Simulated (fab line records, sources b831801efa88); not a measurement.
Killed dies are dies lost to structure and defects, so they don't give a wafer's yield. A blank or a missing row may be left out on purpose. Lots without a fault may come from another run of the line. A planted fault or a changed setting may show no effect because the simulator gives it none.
Problem report in the 8D (eight disciplines) form, filled by code | flow sfq_line | the parts of the form that need people (team, actions taken, sign-off) are left out

1. THE PROBLEM
spin_speed_rpm at SFQ_TRILAYER_R5_LITHO_COAT_141 reads a mean of 2951.8 rpm on 6 wafers of 2 lots; wafers without a fault read 2999.8 rpm with a standard deviation of 1.9. That is -25 standard deviations from the usual mean.
The step: resist thk 62 nm.
First seen on wafer L780.1, day 53 18:37, on litho_track-04. The record holds 18 wafers of 6 lots with a number at this step. Rule for "out", or "out of limits": more than 4 standard deviations from the usual mean. The other wafers with a number count as sound.

2. WHAT IT IS AND WHAT IT IS NOT
question                    | is                     | is not
which readings at this step | spin_speed_rpm         | -
which lots                  | L780, L781             | L784, L787, L790, L791
which wafers of those lots  | all that have a number | -
read on which tools         | litho_track-04         | litho_track-01, litho_track-02
when                        | from day 53 18:37      | up to then (0 sound wafers); but 12 sound wafers of L784, L787, L790, L791 came after

3. SUSPECTS, AND WHAT RULES EACH OUT
Counting: a tool at a process step up to the reading stays a suspect if it ran every lot that is out and no sound lot after the first of them.
- litho_track-04 at SFQ_TRILAYER_R5_LITHO_COAT_141 (resist thk 62 nm): ruled out as a lasting fault. Sound lots L791 ran on it after its first lot that is out, L780 (day 53 18:37).
Left after counting: nothing in the record.

4. THE CAUSE (what the simulator had put in)
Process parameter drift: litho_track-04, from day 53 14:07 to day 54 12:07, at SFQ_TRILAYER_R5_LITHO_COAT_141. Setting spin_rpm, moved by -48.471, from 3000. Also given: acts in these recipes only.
Counting ruled it out, wrongly.

5. THE CHAIN OF EFFECTS, in route order
Each row: a reading whose mean over the struck wafers that have a number lies more than 3 standard deviations from the usual. Only readings for which the record gives a usual standard deviation are gone through. hours: the time from each lot's start at the first step in this table that gives one to its start at this step, as a median over the lots. sigmas: the change in usual standard deviations.
hours | step                           | reading        | usual      | on struck wafers | change | sigmas
0     | SFQ_TRILAYER_R5_LITHO_COAT_141 | spin_speed_rpm | 2999.8 rpm | 2951.8           | -48.0  | -25
The process steps in it:
- SFQ_TRILAYER_R5_LITHO_COAT_141: resist thk 62 nm.
Later measuring or inspecting steps at which every struck wafer that the step has a row for has a number for every such reading, and none has moved that far: SFQ_R5_OVL_MEAS_935.

6. WHAT WOULD HAVE CAUGHT IT SOONER
In this record the first reading out of limits was taken at day 53 18:37, 4 hours after the fault began at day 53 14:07.
